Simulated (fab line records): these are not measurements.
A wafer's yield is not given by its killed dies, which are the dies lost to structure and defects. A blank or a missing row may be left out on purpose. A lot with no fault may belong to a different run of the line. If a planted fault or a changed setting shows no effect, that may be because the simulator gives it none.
Comparing a struck lot with a sound one    flow sky130    17 out of 708 route steps
Sound: the wafers L615.1, L615.5, L615.6. The struck wafers were L618.2, L618.4, L618.5. At the end, the cause is stated.
Per side, at each step with rows, come the tool, then ch with its chambers, and then its first start. Under that, the readings that differ: sound wafers    struck wafers    difference of the means    sigmas: that difference in standard deviations of wafers without a fault.
alike: readings whose means differ by less than 2 such deviations, and words and numbers that are the same on both sides. not compared: withheld readings, readings that some wafer has no value for, bounds like >300 that may hide the same value, and numbers for which the record gives no deviation and whose values overlap.
A row with sigmas, a row that says differs or no value, or rows on one side alone: a step with any of these is where the two part. When numbers do not overlap yet have no deviation, they are printed without sigmas and do not part them. A reading that every wafer of one side lacks parts them only if that side has two wafers or more.

first, 4 steps without rows for these wafers: SKY_LDD_HVN_SOFTBAKE_03 (time 60 s); SKY_LDD_HVN_EXPOSE_04 (exposes mask HVNTM, target cd 700 nm); SKY_LDD_HVN_PEB_05; SKY_LDD_HVN_DEVELOP_06 (develop time 60 s).
SKY_LDD_HVN_OVL_MEAS_07:
  sound on overlay-01 at day 20 01:42; struck on overlay-02 at day 21 07:04
  alike: LDD_HVN_OVL
following that, these wafers have no rows for 1 step: SKY_LDD_HVN_IMPLANT_08.
SKY_LDD_HVN_STRIP_09: strips in O2/N2.
  sound on plasmaAsher-02 ch 0,1, day 20 01:57; struck on plasmaAsher-01 ch 0,1, day 21 07:14
  alike: chamberPressureMTorr, drypumpMotorCurrentA, oesProductAu, stripTimeToEndpointS
  not compared: rfHoursCounterH
SKY_LDD_HVN_TW_MEAS_10:
  sound on filmMetro-03 at day 20 02:03; struck on filmMetro-03 at day 21 07:21
  alike: LDD_HVN_TW
then, 4 steps without rows for these wafers: SKY_LDD_HVP_DEHYDRATE_00 (time 60 s); SKY_LDD_HVP_HMDS_01 (prime time 60 s); SKY_LDD_HVP_COAT_02 (resist thk 300 nm); SKY_LDD_HVP_SOFTBAKE_03 (time 60 s).
SKY_LDD_HVP_EXPOSE_04: exposes mask HVPTM, target cd 700 nm.
  sound on ilineStepper-02 ch 0, day 20 17:31; struck on ilineStepper-02 ch 0, day 21 22:53
reading                        sound              struck             difference  sigmas
model.LDD_HVP.overlayXNm (nm)  0.219 0.219 0.219  61.71 61.71 61.71  +61.49      
  alike: mask
then, 2 steps without rows for these wafers: SKY_LDD_HVP_PEB_05; SKY_LDD_HVP_DEVELOP_06 (develop time 60 s).
SKY_LDD_HVP_OVL_MEAS_07:
  sound on overlay-02 at day 21 08:01; struck on overlay-01 at day 22 14:08
reading           sound           struck          difference  sigmas
LDD_HVP_OVL (nm)  -0.5 -1.5 -1.4  62.0 61.4 59.9  +62.2       +48
  not compared: hold
SKY_PAD_OPEN_PROBE_99:
  sound wafers here have rows in the record (prober-01, day 45 09:39); struck ones have none

WHERE THEY PART
First at SKY_LDD_HVP_OVL_MEAS_07; last, within this record, at SKY_PAD_OPEN_PROBE_99.

WHY: what the simulator had put in
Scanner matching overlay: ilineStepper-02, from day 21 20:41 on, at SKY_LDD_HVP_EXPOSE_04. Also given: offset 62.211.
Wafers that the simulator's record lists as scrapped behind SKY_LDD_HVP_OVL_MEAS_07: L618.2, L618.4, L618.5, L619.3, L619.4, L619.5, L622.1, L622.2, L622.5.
